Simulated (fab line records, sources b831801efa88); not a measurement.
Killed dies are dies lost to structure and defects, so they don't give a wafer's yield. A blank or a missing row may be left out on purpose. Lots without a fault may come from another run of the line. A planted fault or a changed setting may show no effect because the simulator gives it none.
Chamber matching | flow sky130 | SKY_VIA4_CMP_02 on cmp-01: 4 sister chambers
The step polishes SiO2. 8 wafers are shown with their chamber, then 7 later ones without.

WAFERS WITH THEIR CHAMBER
wafer  | chamber | motor_current_A (A) | edge_zone_pressure_frac
L980.4 | 2       | 12.7                | 1.001
L981.5 | 1       | 11.4                | 0.997
L981.6 | 2       | 12.5                | 1.002
L983.1 | 0       | 11.1                | 0.993
L983.3 | 3       | 10.9                | 1.001
L983.5 | 3       | 11.2                | 0.999
L988.3 | 0       | 11.7                | 1.003
L988.5 | 1       | 11.9                | 1.003

WAFERS WITHOUT THEIR CHAMBER
wafer  | motor_current_A (A) | edge_zone_pressure_frac
L988.6 | 11.4                | 1.009
L101.1 | 11.4                | 0.997
L101.2 | 12.2                | 0.996
L101.4 | 11.6                | 1.005
L102.1 | 12.2                | 1.006
L102.2 | 12.7                | 0.999
L102.4 | 11.5                | 0.997

WHICH CHAMBER EACH WENT THROUGH
wafer  | from the rows above          | in truth
L988.6 | can't be placed: 1 or 3 or 0 | 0
L101.1 | can't be placed: 0 or 1 or 3 | 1
L101.2 | can't be placed: 2 or 1 or 0 | 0
L101.4 | can't be placed: 1 or 0 or 3 | 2
L102.1 | can't be placed: 2 or 1 or 0 | 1
L102.2 | 2                            | 2
L102.4 | can't be placed: 0 or 1 or 3 | 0
Placed correctly: 1 of 7. Can't be placed from these rows: 6 (the true chamber is among the candidates in 5). Placed wrongly: 0.
How it was worked out, from the rows above alone: a wafer's distance from a chamber is the root of the sum, over the readings, of the square of ((its reading less the chamber's mean) divided by the reading's scatter). The wafer belongs to the nearest chamber; if the next one is less than 2 further off, it can't be placed. A chamber's mean is the mean of its shown wafers. The scatter: the root of (the sum of the squares of (reading less its chamber's mean) over the shown wafers, divided by (wafers less chambers)).
